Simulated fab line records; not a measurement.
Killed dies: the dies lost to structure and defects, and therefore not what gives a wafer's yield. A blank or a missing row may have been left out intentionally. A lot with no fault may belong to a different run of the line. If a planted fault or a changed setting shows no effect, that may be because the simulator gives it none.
Comparing a struck lot with a sound one -- flow sky130 -- 26 out of 708 route steps
Sound: these wafers, L991.1, L991.4, L991.5. Struck: wafer L101.3. (L101.4, L101.6 of the same lot were not struck and are left out.) The cause comes at the end.
At each step with rows: each side's tool, then ch and its chambers, then its first start. Under that, the readings that differ: sound wafers -- struck wafers -- difference of the means -- sigmas: that difference in standard deviations of wafers without a fault.
alike: same words and numbers on both sides, and readings whose means sit less than 2 such deviations apart. not compared: any withheld reading, any reading some wafer has no value for, any bound like >300 that may hide the same value, and any number with overlapping values for which the record gives no deviation.
The two part at a step that has a row with sigmas, a row that says differs or no value, or rows on one side only. Non-overlapping numbers with no deviation appear without sigmas and do not part them. A reading that every wafer of one side lacks parts them only if that side has two wafers or more.

SKY_VIA4_ETCH_12: etches SiO2 in C4F8/O2/Ar, stops on TiN, target depth 580 nm.
  sound on rie-diel-04 ch 1,2,3, day 44 21:43; struck on rie-diel-01 ch 3, day 47 00:20
  alike: oes-product-au
SKY_VIA4_STRIP_13: strips in O2/N2.
  sound on plasma-asher-01 ch 0,1, day 44 21:47; struck on plasma-asher-02 ch 1, day 47 00:27
reading,sound,struck,difference,sigmas
o2-flow-sccm (sccm),3007 3008 3005,2987,-20,-2
  alike: drypump-motor-current-A, oes-product-au, strip-time-to-endpoint-s
  not compared: rf-hours-counter-h
then, 3 steps without rows for these wafers: SKY_VIA4_STRIP_14 (strips in post etch residue remover, time 1200 s); SKY_VIA4_CLEAN_15 (cleans in IPA, time 180 s); SKY_VIA4_CLEAN_16 (cleans in O3/DIW).
SKY_VIA4_SPUTTER_17: material TiN, target thk 20 nm, time 80 s.
  sound on pvd-sputter-02 at day 44 22:23; struck on pvd-sputter-04 at day 47 01:02
  alike: throttle-valve-pct
SKY_VIA4_CVD_18: deposits W, target thk 505 nm, time 152.14 s.
  sound on cvd-w-02 ch 0,1, day 44 22:27; struck on cvd-w-02 ch 0, day 47 01:09
  alike: chamber-pressure-Torr, heater-power-w
SKY_VIA4_RS_MEAS_19: the measuring method here is four-point-probe.
  sound on film-metro-01 at day 44 22:36; struck on film-metro-02 at day 47 01:17
  alike: VIA4_W_RS
SKY_VIA4_THK_MEAS_20: measures by xrf.
  sound on film-metro-01 at day 44 22:43; struck on film-metro-02 at day 47 01:23
  alike: VIA4_W_THK
then, 1 step without rows for these wafers: SKY_VIA4_CMP_21 (polishes, stops on SiO2, t overpolish 25 s, target thk 0 nm).
SKY_METAL5_SPUTTER_00: material Ti, target thk 15 nm, time 10 s.
  sound on pvd-sputter-03 at day 44 23:11; struck on pvd-sputter-04 at day 47 01:51
  alike: throttle-valve-pct
then, 1 step without rows for these wafers: SKY_METAL5_SPUTTER_01 (material TiN, target thk 20 nm, time 16.7 s).
SKY_METAL5_SPUTTER_02: material AlCu, target thk 1150 nm, time 61.2 s.
  sound on pvd-sputter-03 at day 44 23:13; struck on pvd-sputter-04 at day 47 01:54
reading,sound,struck,difference,sigmas
model.AlCu_of_METAL5_SPUTTER_02.thk-nm (nm),1157 1140 1142,2108,+962,
  alike: throttle-valve-pct
then, 2 steps without rows for these wafers: SKY_METAL5_SPUTTER_03 (material Ti, target thk 5 nm, time 3.3 s); SKY_METAL5_SPUTTER_04 (material TiN, target thk 70 nm, time 58.3 s).
SKY_METAL5_RS_MEAS_05: the measuring method here is four-point-probe.
  sound on film-metro-03 at day 44 23:20; struck on film-metro-01 at day 47 02:21
reading,sound,struck,difference,sigmas
METAL5_ALCU_RS (ohm/sq),0.0268 0.0273 0.0273,0.0147,-0.0124,-39
  not compared: hold
SKY_METAL5_THK_MEAS_06: measures by xrf.
  sound on film-metro-03 at day 44 23:28; struck on film-metro-01 at day 47 13:57
reading,sound,struck,difference,sigmas
METAL5_ALCU_THK (nm),1171 1149 1151,2075,+918,+57
  not compared: hold
then, 7 steps without rows for these wafers: SKY_METAL5_HMDS_08 (prime time 60 s); SKY_METAL5_COAT_09 (resist thk 1800 nm); SKY_METAL5_SOFTBAKE_10 (time 60 s); SKY_METAL5_EXPOSE_11 (exposes mask MM5, target cd 1600 nm); SKY_METAL5_PEB_12; SKY_METAL5_DEVELOP_13 (develop time 60 s); SKY_METAL5_DESCUM_14 (chemistry O2, time 11 s).
SKY_METAL5_METAL_ETCH_15: etches the open film in Cl2/BCl3, stops on SiO2, target depth 1260 nm, time 252 s.
  sound on rie-metal-02 ch 0,1, day 45 20:58; struck on rie-metal-02 ch 0, day 47 21:55
reading,sound,struck,difference,sigmas
oes-product-au (a.u.),0.904 0.905 0.894,0.997,+0.096,+20
  alike: drypump-motor-current-A, mfc-cl2-sccm, throttle-valve-pct
  not compared: rf-hours-counter-h
then, 1 step without rows for these wafers: SKY_METAL5_STRIP_16 (strips in O2/N2).

WHERE THEY PART
Earliest at SKY_VIA4_STRIP_13; latest, in this record, at SKY_METAL5_METAL_ETCH_15.

WHY: what the simulator had put in
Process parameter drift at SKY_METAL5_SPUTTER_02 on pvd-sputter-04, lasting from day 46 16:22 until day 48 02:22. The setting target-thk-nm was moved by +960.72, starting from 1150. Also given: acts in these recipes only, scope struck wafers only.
